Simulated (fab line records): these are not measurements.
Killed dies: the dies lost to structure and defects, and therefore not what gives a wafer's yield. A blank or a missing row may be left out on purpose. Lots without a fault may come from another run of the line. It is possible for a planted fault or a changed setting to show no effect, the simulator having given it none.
Which tool is to blame? -- flow sky130 -- Sampling: 6 lots, 17 wafers, 2 of 708 route steps

== WHAT THE GAUGES SHOWED, per wafer ==
SKY_LI_CONTACT_CD_MEAS_12 targets a cd of 170 nm.
lot,measured,on,cd-nm (nm)
L268,day 30 12:20,cd-sem-01,168.3 169.6 169.3
L273,day 32 03:09,cd-sem-01,172.3 173.1 171.8
L275,day 32 23:31,cd-sem-01,169.2 169.4 168.6
L278,day 33 16:28,cd-sem-02,168.9 168.1 170.1
L283,day 34 22:28,cd-sem-02,171.4 170.3 169.4
L285,day 35 07:05,cd-sem-02,167.4 168.7

== WHICH TOOL RAN EACH LOT (tool, then ch and the chambers of the sampled wafers, then the start) ==
lot,SKY_RES_XHIGH_STRIP_08
L268,"plasma-asher-01 ch 0,1, day 28 02:43"
L273,"plasma-asher-01 ch 0,1, day 29 18:52"
L275,"plasma-asher-03 ch 0,1, day 30 15:00"
L278,"plasma-asher-01 ch 0,1, day 31 09:37"
L283,"plasma-asher-03 ch 0,1, day 32 16:55"
L285,"plasma-asher-04 ch 0,1, day 33 01:11"
- SKY_RES_XHIGH_STRIP_08: strips in O2/N2.

== THE ANSWER, worked out from the rows above alone ==
Rule: the usual values come from the lots themselves. Put in order of their means at a reading, lots are off if they are a third of the lots or fewer, leave a main group of 4 or more, and stand apart from it by a gap of 3 or more times the standard deviation of the main group's means; of several such gaps the widest counts. The tables above print the reading to a certain number of digits; a main group whose means all agree to those digits is not used. A lot without any number at a reading at which 4 lots or more have one is off too. Where the step has rows for the other lots, those lots are counted as sound.
Across all readings shown, no lot is off: no conclusion can be drawn from this.

== WHAT THE SIMULATOR HAD INSERTED ==
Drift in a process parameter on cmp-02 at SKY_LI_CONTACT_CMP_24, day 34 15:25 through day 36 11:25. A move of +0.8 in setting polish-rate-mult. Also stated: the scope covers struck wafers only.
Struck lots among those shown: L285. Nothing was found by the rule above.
